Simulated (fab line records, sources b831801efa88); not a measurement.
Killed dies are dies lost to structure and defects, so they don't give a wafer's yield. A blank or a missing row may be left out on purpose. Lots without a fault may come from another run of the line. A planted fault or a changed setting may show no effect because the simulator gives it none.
A struck lot beside a sound one | flow sky130 | 15 steps out of a route of 708
Sound: wafers L278.1, L278.2, L278.6. Struck: wafers L282.1, L282.4, L282.5. The cause comes at the end.
At each step with rows: each side's tool, then ch and its chambers, then its first start. Under that, the readings that differ: sound wafers | struck wafers | difference of the means | sigmas: that difference in standard deviations of wafers without a fault.
alike: readings whose means differ by less than 2 such deviations, and words and numbers that are the same on both sides. not compared: withheld readings, readings that some wafer has no value for, bounds like >300 that may hide the same value, and numbers for which the record gives no deviation and whose values overlap.
The two part at a step that has a row with sigmas, a row that says differs or no value, or rows on one side only. Numbers that don't overlap but have no deviation are shown without sigmas and don't part them. A reading that every wafer of one side lacks parts them only if that side has two wafers or more.

SKY_VT_ADJUST_PCH_TW_MEAS_10:
  sound on film_metro-02, day 13 16:49; struck on film_metro-02, day 14 16:31
  alike: VT_ADJUST_PCH_TW
then, 7 steps without rows for these wafers: SKY_SONOS_TUNNEL_DEHYDRATE_00 (time 60 s); SKY_SONOS_TUNNEL_HMDS_01 (prime time 60 s); SKY_SONOS_TUNNEL_COAT_02 (resist thk 1140 nm); SKY_SONOS_TUNNEL_SOFTBAKE_03 (time 60 s); SKY_SONOS_TUNNEL_EXPOSE_04 (exposes mask TUNM, target cd 410 nm); SKY_SONOS_TUNNEL_PEB_05; SKY_SONOS_TUNNEL_DEVELOP_06 (develop time 60 s).
SKY_SONOS_TUNNEL_CD_MEAS_07: target cd 410 nm.
  sound on cd_sem-02, day 14 18:46; struck on cd_sem-01, day 15 19:00
  alike: cd_nm
SKY_SONOS_TUNNEL_OVL_MEAS_08:
  sound on overlay-01, day 14 18:53; struck on overlay-01, day 15 19:07
  alike: SONOS_TUNNEL_OVL
then, 2 steps without rows for these wafers: SKY_SONOS_TUNNEL_IMPLANT_09; SKY_SONOS_TUNNEL_WET_ETCH_10 (etches SiO2 in dHF, target depth 14 nm, time 280 s).
SKY_SONOS_TUNNEL_STRIP_11: strips in SPM, time 600 s.
  sound on wet_bench-03 ch 1, day 14 19:09; struck on wet_bench-03 ch 0, day 15 19:28
  no value came back on the struck wafers for bath_guard_temp_C (C), bath_heat_duty_pct (%), time_s (s); on the sound wafers bath_guard_temp_C (C) reads 129.4 129.5 129.4
  reading                                           | sound | struck         | difference | sigmas
  model.NOVOLAK_of_SONOS_TUNNEL_COAT_02.thk_nm (nm) | 0 0 0 | 1137 1139 1142 | +1139      |
SKY_SONOS_TUNNEL_TW_MEAS_12:
  sound on film_metro-02, day 14 19:21; struck on film_metro-02, day 15 19:39
  alike: SONOS_TUNNEL_TW
-- the record jumps here: 33 days lie between the struck wafers' starts before and after (it left off in module SONOS_TUNNEL and takes up again in module PAD_OPEN, whose first step shown is number 708 of the route) --
SKY_PAD_OPEN_PROBE_99:
  sound on prober-02, day 48 11:40; struck on prober-01, day 49 00:31
  reading             | sound     | struck      | difference | sigmas
  killed_at_front_end | 15 20 16  | 435 435 409 | +409       | +99 or more
  killed_dies         | 95 86 105 | 492 492 492 | +397       | +43
  killed_on_rim       | 17 18 22  | 96 96 96    | +77        | +19
  alike: killed_at_M0_to_M3, killed_at_M4_up, killed_at_contacts, killed_at_other, killed_open, killed_short

WHERE THEY PART
First at SKY_SONOS_TUNNEL_STRIP_11; last, within this record, at SKY_PAD_OPEN_PROBE_99.

WHY: what the simulator had put in
Skipped step whole: wet_bench-03, from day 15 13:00 on, at SKY_SONOS_TUNNEL_STRIP_11. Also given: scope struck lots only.
